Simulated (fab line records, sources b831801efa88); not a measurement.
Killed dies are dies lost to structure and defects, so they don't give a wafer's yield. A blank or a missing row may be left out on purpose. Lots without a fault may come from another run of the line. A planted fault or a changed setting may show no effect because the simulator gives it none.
Which tool did it? | flow sky130 | 11 lots, 33 wafers sampled, at 7 steps of a route of 708

WHAT THE GAUGES READ, wafer by wafer
SKY_POLY_GATE_OVL_MEAS_14.
lot  | measured     | on         | POLY_GATE_OVL (nm)
L516 | day 16 01:42 | overlay-01 | -4 -3 1
L517 | day 16 10:40 | overlay-01 | 8 8 4
L520 | day 17 16:35 | overlay-02 | 3 0 -2
L523 | day 18 13:20 | overlay-01 | -5 -4 -1
L524 | day 19 11:19 | overlay-01 | 8 -2 1
L532 | day 22 03:08 | overlay-01 | 5 4 5
L533 | day 22 12:17 | overlay-02 | -2 3 2
L534 | day 22 22:05 | overlay-01 | 0 1 -2
L535 | day 23 14:11 | overlay-02 | -6 -3 1
L537 | day 23 23:20 | overlay-01 | -10 -5 -9
L539 | day 24 11:44 | overlay-02 | 3 2 4

SKY_LDD_N_OVL_MEAS_07.
lot  | measured     | on         | LDD_N_OVL (nm)
L516 | day 17 07:20 | overlay-01 | 0.3 -0.1 -2.0
L517 | day 17 19:55 | overlay-01 | -4.1 -4.3 -3.2
L520 | day 19 00:49 | overlay-01 | 0.0 -1.4 -0.7
L523 | day 19 23:32 | overlay-02 | -3.4 -3.0 -2.3
L524 | day 20 20:43 | overlay-02 | - - -
L532 | day 23 10:19 | overlay-02 | -0.9 -3.1 -1.5
L533 | day 23 21:19 | overlay-01 | -1.4 -0.8 -3.1
L534 | day 24 05:29 | overlay-02 | -1.6 -1.5 -2.0
L535 | day 25 01:46 | overlay-01 | -0.7 0.1 -0.8
L537 | day 25 10:04 | overlay-01 | -1.0 -1.8 -0.2
L539 | day 25 18:56 | overlay-01 | -1.8 -3.0 -3.1

SKY_LDD_N_TW_MEAS_17.
lot  | measured     | on            | LDD_N_TW
L516 | day 17 08:41 | film_metro-01 | 2622 2609 2610
L517 | day 17 21:16 | film_metro-04 | 2570 2575 2580
L520 | day 19 02:09 | film_metro-01 | 2636 2641 2633
L523 | day 20 00:53 | film_metro-03 | 2582 2583 2581
L524 | day 20 22:03 | film_metro-03 | 30 30 30
L532 | day 23 11:39 | film_metro-01 | 2625 2622 2629
L533 | day 23 22:40 | film_metro-04 | 2602 2594 2593
L534 | day 24 06:49 | film_metro-01 | 2632 2638 2638
L535 | day 25 03:06 | film_metro-03 | 2549 2554 2561
L537 | day 25 11:24 | film_metro-03 | 2549 2550 2549
L539 | day 25 20:17 | film_metro-03 | 2546 2570 2546

SKY_LDD_P_TW_MEAS_11.
lot  | measured     | on            | LDD_P_TW
L516 | day 18 14:40 | film_metro-02 | 627 626 624
L517 | day 19 03:48 | film_metro-03 | 636 633 632
L520 | day 20 09:40 | film_metro-02 | 634 630 629
L523 | day 21 08:09 | film_metro-03 | 633 632 641
L524 | day 22 05:13 | film_metro-04 | 2584 2588 2604
L532 | day 24 17:34 | film_metro-03 | 633 628 634
L533 | day 25 04:45 | film_metro-04 | 632 634 633
L534 | day 25 12:19 | film_metro-02 | 632 633 629
L535 | day 26 07:53 | film_metro-03 | 630 631 632
L537 | day 26 16:44 | film_metro-03 | 631 629 635
L539 | day 27 01:06 | film_metro-04 | 637 635 635

SKY_LOCAL_INTERCONNECT_OVL_MEAS_12.
lot  | measured     | on         | LOCAL_INTERCONNECT_OVL (nm)
L516 | day 30 05:40 | overlay-01 | 5 10 1
L517 | day 30 13:10 | overlay-01 | -3 1 2
L520 | day 31 14:21 | overlay-02 | -2 3 1
L523 | day 32 14:25 | overlay-02 | -2 3 2
L524 | day 33 07:31 | overlay-01 | 5 4 6
L532 | day 35 14:41 | overlay-01 | -3 8 1
L533 | day 36 01:01 | overlay-02 | 6 9 10
L534 | day 36 09:07 | overlay-01 | -3 7 -3
L535 | day 37 02:17 | overlay-02 | 7 -5 6
L537 | day 37 08:55 | overlay-01 | 0 9 7
L539 | day 37 16:31 | overlay-01 | 8 4 5

WHICH TOOL RAN EACH LOT (tool, then ch and the chambers of the sampled wafers, then the start)
lot  | SKY_NWELL_RTA_28                 | SKY_LDD_N_EXPOSE_04
L516 | rtp_anneal-02 ch 0, day 5 04:50  | iline_stepper-02 ch 0, day 16 17:34
L517 | rtp_anneal-02 ch 0, day 5 11:31  | iline_stepper-01 ch 0, day 17 05:11
L520 | rtp_anneal-02 ch 0, day 6 08:44  | iline_stepper-02 ch 0, day 18 09:31
L523 | rtp_anneal-01 ch 0, day 7 01:09  | iline_stepper-01 ch 0, day 19 08:08
L524 | rtp_anneal-02 ch 0, day 7 09:49  | iline_stepper-01 ch 0, day 20 05:59
L532 | rtp_anneal-02 ch 0, day 9 07:22  | iline_stepper-01 ch 0, day 22 19:52
L533 | rtp_anneal-01 ch 0, day 9 15:09  | iline_stepper-01 ch 0, day 23 06:12
L534 | rtp_anneal-02 ch 0, day 9 23:22  | iline_stepper-02 ch 0, day 23 15:42
L535 | rtp_anneal-01 ch 0, day 10 07:58 | iline_stepper-01 ch 0, day 24 10:48
L537 | rtp_anneal-01 ch 0, day 10 13:47 | iline_stepper-02 ch 0, day 24 19:17
L539 | rtp_anneal-01 ch 0, day 11 02:42 | iline_stepper-01 ch 0, day 25 04:39
- SKY_NWELL_RTA_28: time 30 s.
- SKY_LDD_N_EXPOSE_04: exposes mask NTM, target cd 840 nm.

WHAT THE TOOLS THEMSELVES READ (means of the sampled wafers that have a number; where no wafer has one, the mark that the record gives instead)
SKY_NWELL_RTA_28.
lot  | tool          | lamp_power_pct (%) | ramp_down_c_per_s | ramp_up_c_per_s | wafer_temp_C_max
L516 | rtp_anneal-02 | 25.25              | 89.996            | 149.98          | 1054.5
L517 | rtp_anneal-02 | 25.29              | 90.016            | 149.98          | 1055.5
L520 | rtp_anneal-02 | 25.35              | 89.998            | 150.00          | 1054.2
L523 | rtp_anneal-01 | 25.32              | 90.019            | 149.98          | 1054.9
L524 | rtp_anneal-02 | 25.28              | 89.996            | 150.00          | 1056.0
L532 | rtp_anneal-02 | 25.31              | 89.993            | 150.00          | 1054.6
L533 | rtp_anneal-01 | 25.28              | 90.010            | 149.99          | 1055.3
L534 | rtp_anneal-02 | 25.30              | 90.026            | 149.99          | 1053.9
L535 | rtp_anneal-01 | 25.32              | 89.992            | 149.99          | 1054.7
L537 | rtp_anneal-01 | 25.29              | 90.005            | 150.02          | 1053.9
L539 | rtp_anneal-01 | 25.27              | 89.987            | 149.98          | 1055.1

THE ANSWER, worked out from the rows above alone
Rule: what is usual is taken from the lots themselves. Put in order of their means at a reading, lots are off if they are a third of the lots or fewer, leave a main group of 4 or more, and stand apart from it by a gap of 3 or more times the standard deviation of the main group's means; of several such gaps the widest counts. A main group whose means are all the same, to the digits that the tables above print for the reading, isn't used. A lot without any number at a reading at which 4 lots or more have one is off too. The other lots that the step has rows for count as sound. The gauges are gone through in route order, then the tools' own readings, and for those a lot's mean is taken as printed above. The first step at which some lot is off is used, and at that step the reading that is off furthest; a lot without a number counts as furthest.
Off: L524, at SKY_LDD_N_OVL_MEAS_07 (LDD_N_OVL). Without a number there: L524. The main group: mean -1.7 nm, standard deviation 1.1.
A tool fits if, at a process step before that reading, it ran every lot that is off, and no sound lot after the first of them. The gauges at SKY_LDD_N_OVL_MEAS_07 aren't tried: what is off there is off at SKY_LDD_N_TW_MEAS_17 too, on other tools, and a gauge's error can't cause that. None of those tried fits.

WHAT THE SIMULATOR HAD PUT IN
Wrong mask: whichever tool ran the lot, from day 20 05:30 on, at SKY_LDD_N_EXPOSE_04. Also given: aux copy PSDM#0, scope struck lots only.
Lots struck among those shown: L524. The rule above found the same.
